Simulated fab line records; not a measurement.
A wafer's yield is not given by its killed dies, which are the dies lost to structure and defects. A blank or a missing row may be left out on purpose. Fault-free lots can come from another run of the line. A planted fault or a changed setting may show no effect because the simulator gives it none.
Problem report, 8D (eight disciplines) form, completed by code + flow gf180mcu + the parts of the form that need people (team, actions taken, sign-off) are left out

## 1. THE ISSUE
Mean of run-length-s at GF_POLY_GATE_ETCH_13: 84.4 s across 3 wafers in 3 lots; on wafers with no fault it is 98.1 s (standard deviation 0.71). Relative to the usual mean, that is a shift of -19 standard deviations.
The step: etches poly-Si in HBr/Cl2, stops on SiO2, target depth 198.5 nm, time 69.6 s.
First seen on wafer L391.3, day 13 11:03, on rie-si-01. At this step, 18 wafers from 7 lots have a number in the record. The rule behind "out" and "out of limits": a value lying over 4 standard deviations away from the usual mean. All remaining wafers that have a number are taken as sound.

## 2. WHAT IT IS, AND WHAT IT ISN'T
| question                    | is                     | is not                                                                               |
|-----------------------------|------------------------|--------------------------------------------------------------------------------------|
| which readings at this step | run-length-s           | HBr_flow_sccm, drypump-motor-current-A, throttle-valve-pct                           |
| which lots                  | L391, L392, L393       | L378, L381, L396, L397                                                               |
| which wafers of those lots  | L391.3, L392.3, L393.4 | L391.5, L392.5, L393.1                                                               |
| read on which tools         | rie-si-01              | rie-si-02                                                                            |
| when                        | from day 13 11:03      | up to then (7 sound wafers); but 8 sound wafers of L392, L393, L396, L397 came after |

## 3. SUSPECTS, AND WHAT RULES EACH OUT
Counting: a tool at a process step up to the reading stays a suspect if it ran every lot that is out. Sound lots after the first of them don't rule it out here, since some wafers of a struck lot are sound.
- rie-si-01 at GF_POLY_GATE_ETCH_13 (etches poly-Si in HBr/Cl2, stops on SiO2, target depth 198.5 nm, time 69.6 s): kept. It processed each lot that is out (first: L391, day 13 11:03); up to then, its last sound lot is L378 (day 9 10:00). Its own readings are out on those wafers: run-length-s.
- Within rie-si-01 at GF_POLY_GATE_ETCH_13: the wafers that are out ran in chambers 2, 3; their sound lot-mates ran in chambers 0, 1.
Left after counting: rie-si-01 at GF_POLY_GATE_ETCH_13.

## 4. THE CAUSE (what the simulator had put in)
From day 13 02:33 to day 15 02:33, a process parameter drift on rie-si-01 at GF_POLY_GATE_ETCH_13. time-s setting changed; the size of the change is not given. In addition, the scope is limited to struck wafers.
The count eliminated every tool but this one.

## 5. SEQUENCE OF EFFECTS, ordered by route
Each row: a reading whose mean over the struck wafers that have a number lies more than 3 standard deviations from the usual. Only readings for which the record gives a usual standard deviation are gone through. hours: the time from each lot's start at the first step in this table that gives one to its start at this step, as a median over the lots. sigmas: the change in usual standard deviations.
| hours | step                 | reading      | usual  | on struck wafers | change | sigmas |
|-------|----------------------|--------------|--------|------------------|--------|--------|
| 0     | GF_POLY_GATE_ETCH_13 | run-length-s | 98.1 s | 84.4             | -13.7  | -19    |
The process steps in it:
- GF_POLY_GATE_ETCH_13: etches poly-Si in HBr/Cl2, stops on SiO2, target depth 198.5 nm, time 69.6 s.
Readings that are blank on the struck wafers while sound wafers have them: bias-w at GF_POLY_GATE_ETCH_13.

## 6. WHAT WOULD HAVE CAUGHT IT SOONER
The fault began at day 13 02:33; the first out-of-limits reading in this record came at day 13 11:03, 8 hours later.
